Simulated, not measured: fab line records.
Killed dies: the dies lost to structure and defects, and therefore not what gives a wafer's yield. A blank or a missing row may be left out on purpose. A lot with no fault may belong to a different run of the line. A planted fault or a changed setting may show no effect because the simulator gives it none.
2 desks looking at one fault + flow gf180mcu + each desk has only its own numbers; what lay behind them comes last

== AT THE TOOL OWNER'S DESK: lpcvd-02 ==
The tool's own readings at GF_HV_LDD_CVD_56 (deposits Si3N4 from DCS/NH3, target thk 90 nm, time 1543 s): means of the sampled wafers that have a number, for each lot that ran on this tool. The brackets show how far a lot's mean lies from the usual mean; more than 4 standard deviations puts the lot out of limits, marked OUT.
Columns: A = spike tc bottom C at GF_HV_LDD_CVD_56, usual 788 C; B = spike tc centre C at GF_HV_LDD_CVD_56, usual 771.6 C; C = spike tc lower C at GF_HV_LDD_CVD_56, usual 770.4 C; D = spike tc top C at GF_HV_LDD_CVD_56, usual 786.0 C; E = spike tc upper C at GF_HV_LDD_CVD_56, usual 770.1 C
| lot  | first seen here | A   | B               | C               | D                | E                |
|------|-----------------|-----|-----------------|-----------------|------------------|------------------|
| L612 | day 14 01:34    | 784 | 772.4           | 771.3           | 784.8            | 769.0            |
| L615 | day 14 19:47    | 785 | 772.4           | 772.5           | 788.1            | 769.8            |
| L621 | day 16 16:34    | 785 | 771.1           | 771.5           | 787.5            | 770.4            |
| L626 | day 18 12:30    | 796 | 784.7 (+11) OUT | 785.5 (+12) OUT | 798.5 (+7.8) OUT | 781.6 (+9.6) OUT |
| L628 | day 19 10:12    | 798 | 784.1 (+10) OUT | 784.6 (+11) OUT | 798.9 (+8.0) OUT | 782.7 (+10) OUT  |
This desk finds L626, L628 out of limits, L626 being first, at day 18 12:30 (spike tc centre C at GF_HV_LDD_CVD_56). In limits: L612, L615, L621.

== AT THE METROLOGY DESK ==
What the gauges read for every lot (on any tool): the sampled wafers with a number, averaged. The brackets show how far a lot's mean lies from the usual mean; more than 4 standard deviations puts the lot out of limits, marked OUT.
Columns: A = HV_LDD_CVD_56_THK at GF_HV_LDD_THK_MEAS_57, usual 90.1 nm; B = cd nm at GF_CONTACT_CD_MEAS_14, usual 219.9 nm; C = V1_OVL at GF_V1_OVL_MEAS_15, usual 3 nm
| lot  | first seen here | A               | B     | C  |
|------|-----------------|-----------------|-------|----|
| L610 | day 12 22:10    | 90.3            | 222.3 | 2  |
| L609 | day 12 22:11    | 89.8            | 220.4 | 8  |
| L611 | day 13 12:40    | 90.8            | 220.6 | 7  |
| L612 | day 14 03:00    | 90.3            | 217.6 | -1 |
| L615 | day 14 21:13    | 90.5            | 221.7 | 4  |
| L616 | day 15 03:43    | 90.7            | 221.6 | 5  |
| L617 | day 15 15:20    | 89.8            | 219.3 | 4  |
| L619 | day 16 04:46    | 91.8            | 219.7 | -2 |
| L621 | day 16 17:59    | 90.9            | 220.4 | 11 |
| L626 | day 18 14:40    | 114.1 (+27) OUT | 219.6 | 2  |
| L628 | day 19 11:38    | 114.9 (+28) OUT | 220.4 | 1  |
This desk's finding: out of limits on L626, L628; first on L626, day 18 14:40 (HV_LDD_CVD_56_THK at GF_HV_LDD_THK_MEAS_57). In limits: L610, L609, L611, L612, L615, L616, L617, L619, L621.

== BROUGHT TOGETHER ==
The tool owner's desk could have raised an alarm at day 18 12:30, on L626, L628.
L626, L628 would have let the metrology desk raise an alarm at day 18 14:40.
Of the lots named, all ran GF_HV_LDD_CVD_56 on lpcvd-02.

== WHAT THE SIMULATOR PUT IN ==
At GF_HV_LDD_CVD_56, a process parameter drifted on lpcvd-02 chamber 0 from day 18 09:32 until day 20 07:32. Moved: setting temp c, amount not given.
Lots struck among those shown: L626, L628.
Time in hours from fault onset to the first out-of-limits reading at each desk: tool owner's desk 3, metrology desk 5.
